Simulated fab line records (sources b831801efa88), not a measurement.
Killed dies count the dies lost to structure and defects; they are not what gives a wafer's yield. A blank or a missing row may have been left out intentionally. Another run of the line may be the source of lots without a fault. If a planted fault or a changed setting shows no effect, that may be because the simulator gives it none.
fab line records / flow gf180mcu / part 2 of 2: steps 30 to 42 of 42
record: lots: 5 wafers: 15 last-day: 34
route steps=602 shown DUAL_GATE@154 POLY_GATE@157 HV_LDD@176
lots untouched by any fault: they come from a run of this same line in which no faults occurred
start-h: the number of hours between the record's first day and the start of the first shown wafer of the lot / wait-h: how many hours have passed since the lot's step before this one / " the same as in the row above / L1.1+2: a row that stands for several wafers / - no value, or no start given / * or withheld: withheld / < > ~ a bound
route shown NAME@n: NAME is a module with steps in the file, n the number in the route of the first one / usual: mean/standard deviation taken from wafers without a fault / same: alike in all rows / chamber/n: place in a boat / sites: each site's reading / _std_site: how widely they spread, as a standard deviation / _edge_site: mean of outer sites minus mean of inner sites / radius-mm: how far each site lies from the wafer's centre / mask NAME#n: copy n / behind: the most recent tool/chamber to have shaped the wafer / hold: reason for holding the lot/hours on hold/outcome of the hold / device: transistor that didn't switch, given as n, p or np / end of line: tests of these same wafers at the route's end / a step without rows: its recipe alone / killed: the dies lost at the first sort to structure and to defects; this is not the yield of the wafer / map: per-die view of a wafer (x killed, . not killed, _ where there is no die)
set.NAME: setting as actually run; set.NAME@STEP: the setting as run at that earlier step / model.NAME: the simulator's own value behind a step, which no gauge read
lots at selected steps of the route; one table per step, one row per wafer
services: when a tool's chamber went out of use (start-h, in hours from the record's first day, below 0 if earlier), for how many hours, and the reason
== steps ==
step: GF_HV_LDD_CD_MEAS_07
recipe: target-cd-nm: 400
usual: cd-nm: 399.8/2.2
lot.wafer=L082.1 tool=cd-sem-02 chamber=- start-h=275.89 wait-h=0.1 cd-nm=397.9
lot.wafer=L082.2 tool=cd-sem-02 chamber=- start-h=275.89 wait-h=0.1 cd-nm=398.2
lot.wafer=L082.5 tool=cd-sem-02 chamber=- start-h=275.89 wait-h=0.1 cd-nm=396.7
lot.wafer=L084.1 tool=cd-sem-02 chamber=- start-h=292.30 wait-h=0.1 cd-nm=397.0
lot.wafer=L084.2 tool=cd-sem-02 chamber=- start-h=292.30 wait-h=0.1 cd-nm=398.2
lot.wafer=L084.4 tool=cd-sem-02 chamber=- start-h=292.30 wait-h=0.1 cd-nm=396.4
lot.wafer=L086.2 tool=cd-sem-02 chamber=- start-h=304.77 wait-h=0.1 cd-nm=398.9
lot.wafer=L086.4 tool=cd-sem-02 chamber=- start-h=304.77 wait-h=0.1 cd-nm=399.3
lot.wafer=L086.6 tool=cd-sem-02 chamber=- start-h=304.77 wait-h=0.1 cd-nm=400.9
lot.wafer=L088.1 tool=cd-sem-01 chamber=- start-h=319.91 wait-h=0.1 cd-nm=398.4
lot.wafer=L088.4 tool=cd-sem-01 chamber=- start-h=319.91 wait-h=0.1 cd-nm=397.2
lot.wafer=L088.5 tool=cd-sem-01 chamber=- start-h=319.91 wait-h=0.1 cd-nm=398.6
lot.wafer=L096.2 tool=cd-sem-01 chamber=- start-h=379.98 wait-h=0.1 cd-nm=400.3
lot.wafer=L096.3 tool=cd-sem-01 chamber=- start-h=379.98 wait-h=0.1 cd-nm=402.9
lot.wafer=L096.6 tool=cd-sem-01 chamber=- start-h=379.98 wait-h=0.1 cd-nm=401.4
step: GF_HV_LDD_OVL_MEAS_08
usual: HV_LDD_OVL: 1.0/1.5
lot.wafer=L082.1 tool=overlay-02 chamber=- start-h=276.01 wait-h=0.1 HV_LDD_OVL[nm]=1.5
lot.wafer=L082.2 tool=overlay-02 chamber=- start-h=276.01 wait-h=0.1 HV_LDD_OVL[nm]=1.2
lot.wafer=L082.5 tool=overlay-02 chamber=- start-h=276.01 wait-h=0.1 HV_LDD_OVL[nm]=1.5
lot.wafer=L084.1 tool=overlay-01 chamber=- start-h=292.42 wait-h=0.1 HV_LDD_OVL[nm]=-1.5
lot.wafer=L084.2 tool=overlay-01 chamber=- start-h=292.42 wait-h=0.1 HV_LDD_OVL[nm]=-0.7
lot.wafer=L084.4 tool=overlay-01 chamber=- start-h=292.42 wait-h=0.1 HV_LDD_OVL[nm]=-1.1
lot.wafer=L086.2 tool=overlay-02 chamber=- start-h=304.88 wait-h=0.1 HV_LDD_OVL[nm]=1.1
lot.wafer=L086.4 tool=overlay-02 chamber=- start-h=304.88 wait-h=0.1 HV_LDD_OVL[nm]=1.4
lot.wafer=L086.6 tool=overlay-02 chamber=- start-h=304.88 wait-h=0.1 HV_LDD_OVL[nm]=0.2
lot.wafer=L088.1 tool=overlay-02 chamber=- start-h=320.03 wait-h=0.1 HV_LDD_OVL[nm]=-0.9
lot.wafer=L088.4 tool=overlay-02 chamber=- start-h=320.03 wait-h=0.1 HV_LDD_OVL[nm]=1.1
lot.wafer=L088.5 tool=overlay-02 chamber=- start-h=320.03 wait-h=0.1 HV_LDD_OVL[nm]=0.8
lot.wafer=L096.2 tool=overlay-01 chamber=- start-h=380.08 wait-h=0.1 HV_LDD_OVL[nm]=-0.1
lot.wafer=L096.3 tool=overlay-01 chamber=- start-h=380.08 wait-h=0.1 HV_LDD_OVL[nm]=-1.8
lot.wafer=L096.6 tool=overlay-01 chamber=- start-h=380.08 wait-h=0.1 HV_LDD_OVL[nm]=-0.8
step: GF_HV_LDD_IMPLANT_09
recipe: species: As energy-kev: 40 dose-cm2: 1e+14 tilt-deg: 7
lot.wafer=L082.1+2+5 tool=implanter-03 chamber=0 start-h=276.05 wait-h=0.0
lot.wafer=L084.1+2+4 tool=implanter-03 chamber=0 start-h=292.46 wait-h=0.0
lot.wafer=L086.2+4+6 tool=implanter-04 chamber=0 start-h=304.93 wait-h=0.0
lot.wafer=L088.1+4+5 tool=implanter-02 chamber=0 start-h=320.06 wait-h=0.0
lot.wafer=L096.2+3+6 tool=implanter-02 chamber=0 start-h=380.14 wait-h=0.0
step: GF_HV_LDD_STRIP_10
recipe: chemistry: O2/N2 power-w: 1400 pressure-mtorr: 1500 platen-temp-c: 250 o2-flow-sccm: 3000 n2-flow-sccm: 300 overash-fraction: 0.5
usual: drypump-motor-current-A: 5.8/0.34 heater-power-w: 333/55 oes-product-au: 0.716/0.0046 strip-time-to-endpoint-s: 12.65/0.038
lot.wafer=L082.1 tool=plasma-asher-02 chamber=0 start-h=276.20 wait-h=0.1 drypump-motor-current-A=5.7 heater-power-w=287 oes-product-au=0.723 rf-hours-counter-h=60 strip-time-to-endpoint-s=12.70
lot.wafer=L082.2 tool=plasma-asher-02 chamber=1 start-h=276.20 wait-h=0.1 drypump-motor-current-A=5.3 heater-power-w=312 oes-product-au=0.716 rf-hours-counter-h=60 strip-time-to-endpoint-s=12.70
lot.wafer=L082.5 tool=plasma-asher-02 chamber=1 start-h=276.20 wait-h=0.1 drypump-motor-current-A=5.4 heater-power-w=311 oes-product-au=0.718 rf-hours-counter-h=- strip-time-to-endpoint-s=12.72
lot.wafer=L084.1 tool=plasma-asher-04 chamber=1 start-h=292.61 wait-h=0.1 drypump-motor-current-A=6.2 heater-power-w=351 oes-product-au=0.717 rf-hours-counter-h=67 strip-time-to-endpoint-s=12.68
lot.wafer=L084.2 tool=plasma-asher-04 chamber=0 start-h=292.61 wait-h=0.1 drypump-motor-current-A=6.0 heater-power-w=459 oes-product-au=0.715 rf-hours-counter-h=67 strip-time-to-endpoint-s=12.67
lot.wafer=L084.4 tool=plasma-asher-04 chamber=0 start-h=292.61 wait-h=0.1 drypump-motor-current-A=6.0 heater-power-w=477 oes-product-au=0.710 rf-hours-counter-h=- strip-time-to-endpoint-s=12.69
lot.wafer=L086.2 tool=plasma-asher-01 chamber=1 start-h=305.06 wait-h=0.1 drypump-motor-current-A=5.6 heater-power-w=317 oes-product-au=0.725 rf-hours-counter-h=20 strip-time-to-endpoint-s=12.62
lot.wafer=L086.4 tool=plasma-asher-01 chamber=0 start-h=305.06 wait-h=0.1 drypump-motor-current-A=6.3 heater-power-w=319 oes-product-au=0.725 rf-hours-counter-h=- strip-time-to-endpoint-s=12.68
lot.wafer=L086.6 tool=plasma-asher-01 chamber=1 start-h=305.06 wait-h=0.1 drypump-motor-current-A=5.6 heater-power-w=317 oes-product-au=0.707 rf-hours-counter-h=- strip-time-to-endpoint-s=12.67
lot.wafer=L088.1 tool=plasma-asher-02 chamber=1 start-h=320.21 wait-h=0.1 drypump-motor-current-A=5.4 heater-power-w=310 oes-product-au=0.717 rf-hours-counter-h=65 strip-time-to-endpoint-s=12.68
lot.wafer=L088.4 tool=plasma-asher-02 chamber=0 start-h=320.21 wait-h=0.1 drypump-motor-current-A=5.7 heater-power-w=286 oes-product-au=0.717 rf-hours-counter-h=- strip-time-to-endpoint-s=12.66
lot.wafer=L088.5 tool=plasma-asher-02 chamber=0 start-h=320.21 wait-h=0.1 drypump-motor-current-A=5.7 heater-power-w=282 oes-product-au=0.717 rf-hours-counter-h=- strip-time-to-endpoint-s=12.69
lot.wafer=L096.2 tool=plasma-asher-01 chamber=0 start-h=380.26 wait-h=0.1 drypump-motor-current-A=6.3 heater-power-w=319 oes-product-au=0.713 rf-hours-counter-h=28 strip-time-to-endpoint-s=12.61
lot.wafer=L096.3 tool=plasma-asher-01 chamber=1 start-h=380.26 wait-h=0.1 drypump-motor-current-A=5.6 heater-power-w=321 oes-product-au=0.708 rf-hours-counter-h=- strip-time-to-endpoint-s=12.60
lot.wafer=L096.6 tool=plasma-asher-01 chamber=1 start-h=380.26 wait-h=0.1 drypump-motor-current-A=5.6 heater-power-w=326 oes-product-au=0.717 rf-hours-counter-h=- strip-time-to-endpoint-s=12.61
step: GF_HV_LDD_TW_MEAS_11
usual: HV_LDD_TW: 2413/20
lot.wafer=L082.1 tool=film-metro-03 chamber=- start-h=276.30 wait-h=0.1 HV_LDD_TW=2374
lot.wafer=L082.2 tool=film-metro-03 chamber=- start-h=276.30 wait-h=0.1 HV_LDD_TW=2402
lot.wafer=L082.5 tool=film-metro-03 chamber=- start-h=276.30 wait-h=0.1 HV_LDD_TW=2395
lot.wafer=L084.1 tool=film-metro-01 chamber=- start-h=292.71 wait-h=0.1 HV_LDD_TW=2429
lot.wafer=L084.2 tool=film-metro-01 chamber=- start-h=292.71 wait-h=0.1 HV_LDD_TW=2422
lot.wafer=L084.4 tool=film-metro-01 chamber=- start-h=292.71 wait-h=0.1 HV_LDD_TW=2413
lot.wafer=L086.2 tool=film-metro-03 chamber=- start-h=305.17 wait-h=0.1 HV_LDD_TW=2396
lot.wafer=L086.4 tool=film-metro-03 chamber=- start-h=305.17 wait-h=0.1 HV_LDD_TW=2394
lot.wafer=L086.6 tool=film-metro-03 chamber=- start-h=305.17 wait-h=0.1 HV_LDD_TW=2397
lot.wafer=L088.1 tool=film-metro-01 chamber=- start-h=320.31 wait-h=0.1 HV_LDD_TW=2412
lot.wafer=L088.4 tool=film-metro-01 chamber=- start-h=320.31 wait-h=0.1 HV_LDD_TW=2414
lot.wafer=L088.5 tool=film-metro-01 chamber=- start-h=320.31 wait-h=0.1 HV_LDD_TW=2413
lot.wafer=L096.2 tool=film-metro-03 chamber=- start-h=380.37 wait-h=0.1 HV_LDD_TW=2384
lot.wafer=L096.3 tool=film-metro-03 chamber=- start-h=380.37 wait-h=0.1 HV_LDD_TW=2386
lot.wafer=L096.6 tool=film-metro-03 chamber=- start-h=380.37 wait-h=0.1 HV_LDD_TW=2377
step: GF_HV_LDD_DEHYDRATE_12
recipe: temp-c: 200 time-s: 60
lot.wafer=L082.1+2+5 tool=litho-track-03 chamber=0 start-h=285.61 wait-h=9.3
lot.wafer=L084.1+2+4 tool=litho-track-04 chamber=0 start-h=301.99 wait-h=9.3
lot.wafer=L086.2+4+6 tool=litho-track-04 chamber=0 start-h=314.87 wait-h=9.7
lot.wafer=L088.1+4+5 tool=litho-track-04 chamber=0 start-h=330.79 wait-h=10.5
lot.wafer=L096.2+3+6 tool=litho-track-03 chamber=0 start-h=391.53 wait-h=11.1
step: GF_HV_LDD_HMDS_13
recipe: prime-time-s: 60 prime-temp-c: 120
lot.wafer=L082.1+2+5 tool=litho-track-03 chamber=0 start-h=285.76 wait-h=0.1
lot.wafer=L084.1+2+4 tool=litho-track-04 chamber=0 start-h=302.14 wait-h=0.1
lot.wafer=L086.2+4+6 tool=litho-track-04 chamber=0 start-h=315.02 wait-h=0.1
lot.wafer=L088.1+4+5 tool=litho-track-04 chamber=0 start-h=330.94 wait-h=0.1
lot.wafer=L096.2+3+6 tool=litho-track-03 chamber=0 start-h=391.68 wait-h=0.1
step: GF_HV_LDD_COAT_14
recipe: resist: NOVOLAK spin-rpm: 3000 resist-thk-nm: 1000
lot.wafer=L082.1+2+5 tool=litho-track-03 chamber=0 start-h=285.91 wait-h=0.1
lot.wafer=L084.1+2+4 tool=litho-track-04 chamber=0 start-h=302.29 wait-h=0.1
lot.wafer=L086.2+4+6 tool=litho-track-04 chamber=0 start-h=315.17 wait-h=0.1
lot.wafer=L088.1+4+5 tool=litho-track-04 chamber=0 start-h=331.09 wait-h=0.1
lot.wafer=L096.2+3+6 tool=litho-track-03 chamber=0 start-h=391.83 wait-h=0.1
step: GF_HV_LDD_SOFTBAKE_15
recipe: temp-c: 90 time-s: 60 resist: NOVOLAK
lot.wafer=L082.1+2+5 tool=litho-track-03 chamber=0 start-h=286.06 wait-h=0.1
lot.wafer=L084.1+2+4 tool=litho-track-04 chamber=0 start-h=302.44 wait-h=0.1
lot.wafer=L086.2+4+6 tool=litho-track-04 chamber=0 start-h=315.32 wait-h=0.1
lot.wafer=L088.1+4+5 tool=litho-track-04 chamber=0 start-h=331.24 wait-h=0.1
lot.wafer=L096.2+3+6 tool=litho-track-03 chamber=0 start-h=391.98 wait-h=0.1
step: GF_HV_LDD_EXPOSE_16
recipe: mask-id: Pplus_LV_AREA target-cd-nm: 400 na: 0.6 source-shape: conventional sigma-outer: 0.6 dose-mj: 140
same: na: 0.6
lot.wafer=L082.1+2+5 tool=iline-stepper-01 chamber=0 start-h=- wait-h=- mask=Pplus_LV_AREA#0
lot.wafer=L084.1+2+4 tool=iline-stepper-01 chamber=0 start-h=- wait-h=- mask=Pplus_LV_AREA#0
lot.wafer=L086.2+4+6 tool=iline-stepper-02 chamber=0 start-h=- wait-h=- mask=Pplus_LV_AREA#0
lot.wafer=L088.1+4+5 tool=iline-stepper-02 chamber=0 start-h=- wait-h=- mask=Pplus_LV_AREA#0
lot.wafer=L096.2+3+6 tool=iline-stepper-01 chamber=0 start-h=- wait-h=- mask=Pplus_LV_AREA#0
step: GF_HV_LDD_PEB_17
recipe: temp-c: withheld time-s: * resist: NOVOLAK
lot.wafer=L082.1+2+5 tool=litho-track-02 chamber=0 start-h=- wait-h=-
lot.wafer=L084.1+2+4 tool=litho-track-03 chamber=0 start-h=- wait-h=-
lot.wafer=L086.2+4+6 tool=litho-track-02 chamber=0 start-h=- wait-h=-
lot.wafer=L088.1+4+5 tool=litho-track-04 chamber=0 start-h=- wait-h=-
lot.wafer=L096.2+3+6 tool=litho-track-03 chamber=0 start-h=- wait-h=-
step: GF_HV_LDD_DEVELOP_18
recipe: develop-time-s: 60 dev-temp-c: 23
usual: developer-temp-C: 23.01/0.11
lot.wafer=L082.1 tool=litho-track-02 chamber=0 start-h=295.75 wait-h=0.1 developer-temp-C=23.04
lot.wafer=L082.2 tool=litho-track-02 chamber=0 start-h=295.75 wait-h=0.1 developer-temp-C=23.00
lot.wafer=L082.5 tool=litho-track-02 chamber=0 start-h=295.75 wait-h=0.1 developer-temp-C=23.05
lot.wafer=L084.1 tool=litho-track-03 chamber=0 start-h=312.41 wait-h=0.1 developer-temp-C=22.78
lot.wafer=L084.2 tool=litho-track-03 chamber=0 start-h=312.41 wait-h=0.1 developer-temp-C=22.81
lot.wafer=L084.4 tool=litho-track-03 chamber=0 start-h=312.41 wait-h=0.1 developer-temp-C=23.01
lot.wafer=L086.2 tool=litho-track-02 chamber=0 start-h=325.63 wait-h=0.1 developer-temp-C=23.29
lot.wafer=L086.4 tool=litho-track-02 chamber=0 start-h=325.63 wait-h=0.1 developer-temp-C=22.95
lot.wafer=L086.6 tool=litho-track-02 chamber=0 start-h=325.63 wait-h=0.1 developer-temp-C=23.10
lot.wafer=L088.1 tool=litho-track-04 chamber=0 start-h=341.94 wait-h=0.1 developer-temp-C=23.00
lot.wafer=L088.4 tool=litho-track-04 chamber=0 start-h=341.94 wait-h=0.1 developer-temp-C=23.03
lot.wafer=L088.5 tool=litho-track-04 chamber=0 start-h=341.94 wait-h=0.1 developer-temp-C=22.98
lot.wafer=L096.2 tool=litho-track-03 chamber=0 start-h=405.28 wait-h=0.1 developer-temp-C=23.00
lot.wafer=L096.3 tool=litho-track-03 chamber=0 start-h=405.28 wait-h=0.1 developer-temp-C=23.17
lot.wafer=L096.6 tool=litho-track-03 chamber=0 start-h=405.28 wait-h=0.1 developer-temp-C=22.84
step: GF_HV_LDD_CD_MEAS_19
recipe: target-cd-nm: 400
usual: cd-nm: 399.6/2.6
lot.wafer=L082.1 tool=cd-sem-02 chamber=- start-h=295.90 wait-h=0.1 cd-nm=400.3
lot.wafer=L082.2 tool=cd-sem-02 chamber=- start-h=295.90 wait-h=0.1 cd-nm=400.7
lot.wafer=L082.5 tool=cd-sem-02 chamber=- start-h=295.90 wait-h=0.1 cd-nm=400.6
lot.wafer=L084.1 tool=cd-sem-02 chamber=- start-h=312.56 wait-h=0.1 cd-nm=399.6
lot.wafer=L084.2 tool=cd-sem-02 chamber=- start-h=312.56 wait-h=0.1 cd-nm=396.8
lot.wafer=L084.4 tool=cd-sem-02 chamber=- start-h=312.56 wait-h=0.1 cd-nm=399.1
lot.wafer=L086.2 tool=cd-sem-01 chamber=- start-h=325.77 wait-h=0.1 cd-nm=400.6
lot.wafer=L086.4 tool=cd-sem-01 chamber=- start-h=325.77 wait-h=0.1 cd-nm=402.8
lot.wafer=L086.6 tool=cd-sem-01 chamber=- start-h=325.77 wait-h=0.1 cd-nm=400.9
lot.wafer=L088.1 tool=cd-sem-01 chamber=- start-h=342.09 wait-h=0.1 cd-nm=399.2
lot.wafer=L088.4 tool=cd-sem-01 chamber=- start-h=342.09 wait-h=0.1 cd-nm=399.8
lot.wafer=L088.5 tool=cd-sem-01 chamber=- start-h=342.09 wait-h=0.1 cd-nm=402.7
lot.wafer=L096.2 tool=cd-sem-02 chamber=- start-h=405.42 wait-h=0.1 cd-nm=396.8
lot.wafer=L096.3 tool=cd-sem-02 chamber=- start-h=405.42 wait-h=0.1 cd-nm=397.4
lot.wafer=L096.6 tool=cd-sem-02 chamber=- start-h=405.42 wait-h=0.1 cd-nm=399.4
== services ==
tool=furnace-02 chamber=- start-h=212.19 hours=3.7 kind=pm
tool=iline-stepper-01 chamber=- start-h=222.67 hours=2.1 kind=pm
tool=krf-scanner-02 chamber=- start-h=223.74 hours=1.0 kind=pm
tool=krf-scanner-02 chamber=- start-h=228.86 hours=4.4 kind=pm
tool=wet-bench-04 chamber=- start-h=236.91 hours=6.1 kind=repair
tool=iline-stepper-02 chamber=- start-h=238.17 hours=2.1 kind=pm
tool=krf-scanner-02 chamber=- start-h=249.94 hours=3.0 kind=pm
tool=krf-scanner-02 chamber=- start-h=255.57 hours=2.1 kind=repair
tool=wet-bench-04 chamber=- start-h=263.68 hours=1.9 kind=repair
tool=plasma-asher-03 chamber=- start-h=285.64 hours=15.6 kind=pm
tool=krf-scanner-02 chamber=- start-h=293.38 hours=0.8 kind=pm
tool=krf-scanner-02 chamber=- start-h=295.61 hours=1.3 kind=pm
tool=plasma-asher-02 chamber=- start-h=302.34 hours=3.7 kind=repair
tool=furnace-01 chamber=- start-h=303.04 hours=3.4 kind=pm
tool=iline-stepper-01 chamber=- start-h=317.01 hours=7.4 kind=repair
tool=furnace-01 chamber=- start-h=320.10 hours=3.3 kind=pm
tool=iline-stepper-01 chamber=- start-h=332.68 hours=1.7 kind=pm
tool=plasma-asher-03 chamber=- start-h=373.55 hours=3.1 kind=repair
tool=furnace-02 chamber=- start-h=380.36 hours=3.0 kind=pm
tool=plasma-asher-01 chamber=- start-h=382.31 hours=1.6 kind=repair
tool=iline-stepper-01 chamber=- start-h=388.58 hours=4.9 kind=repair
tool=iline-stepper-02 chamber=- start-h=391.39 hours=5.7 kind=repair
tool=krf-scanner-02 chamber=- start-h=392.79 hours=1.0 kind=pm
tool=iline-stepper-02 chamber=- start-h=399.24 hours=1.7 kind=pm
